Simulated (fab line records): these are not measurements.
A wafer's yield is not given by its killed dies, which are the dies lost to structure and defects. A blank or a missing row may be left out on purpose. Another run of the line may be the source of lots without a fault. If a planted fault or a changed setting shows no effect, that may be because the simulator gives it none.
One fault through the eyes of 2 desks	flow gf180mcu	each desk has only its own numbers; what lay behind them comes last

FROM THE METROLOGY DESK
Means of the sampled wafers that have a number, per lot and without regard to the tool the lot ran on: this is what the gauges read. Marked OUT: a lot whose mean sits more than 4 standard deviations from the usual mean, which makes it out of limits; the brackets give that distance.
Columns: A = V5_CVD_00_THK at GF_V5_THK_MEAS_01, usual 300.4 nm; B = V5_BOW at GF_V5_BOW_MEAS_05, usual 134 um; C = V5_W_RS at GF_V5_RS_MEAS_24, usual 0.330 ohm/sq; D = V5_W_THK at GF_V5_THK_MEAS_25, usual 356 nm
lot	first seen here	A	B	C	D
L370	day 26 02:24	302.6	132	0.326	361
L371	day 26 09:57	301.6	140	0.328	354
L372	day 26 19:49	304.6	130	0.327	360
L374	day 27 11:20	302.0	148	0.327	363
L375	day 27 20:05	299.7	139	0.335	348
L376	day 28 05:40	305.5	133	0.332	356
L378	day 28 16:28	295.6	133	0.328	358
L380	day 29 16:01	300.3	134	0.333	348
L381	day 29 20:58	300.1	141	0.326	361
L382	day 29 23:47	302.1	124	0.331	363
L383	day 30 12:33	301.1	126	0.332	350
L390	day 32 15:15	297.9	131	0.314	378
Finding of this desk: none of the 12 lots has anything out of limits.

FOR THE TOOL OWNER'S DESK: cvd w-02
The tool's own readings at GF_V5_CVD_23 (deposits W, target thk 350 nm, time 104.9 s): means of the sampled wafers that have a number, for each lot that ran on this tool. Marked OUT: a lot whose mean sits more than 4 standard deviations from the usual mean, which makes it out of limits; the brackets give that distance.
Columns: A = heater power w at GF_V5_CVD_23, usual 807 W
lot	first seen here	A
L370	day 27 00:29	839
L372	day 27 17:07	781
L374	day 28 07:58	842
L378	day 29 13:01	834
L381	day 30 16:56	803
L390	day 33 09:11	740
Finding of this desk: none of the 6 lots has anything out of limits.

PUT TOGETHER
From the metrology desk's view, nothing was out of limits.
The tool owner's desk saw nothing out of limits.

WHAT THE SIMULATOR HAD INSERTED
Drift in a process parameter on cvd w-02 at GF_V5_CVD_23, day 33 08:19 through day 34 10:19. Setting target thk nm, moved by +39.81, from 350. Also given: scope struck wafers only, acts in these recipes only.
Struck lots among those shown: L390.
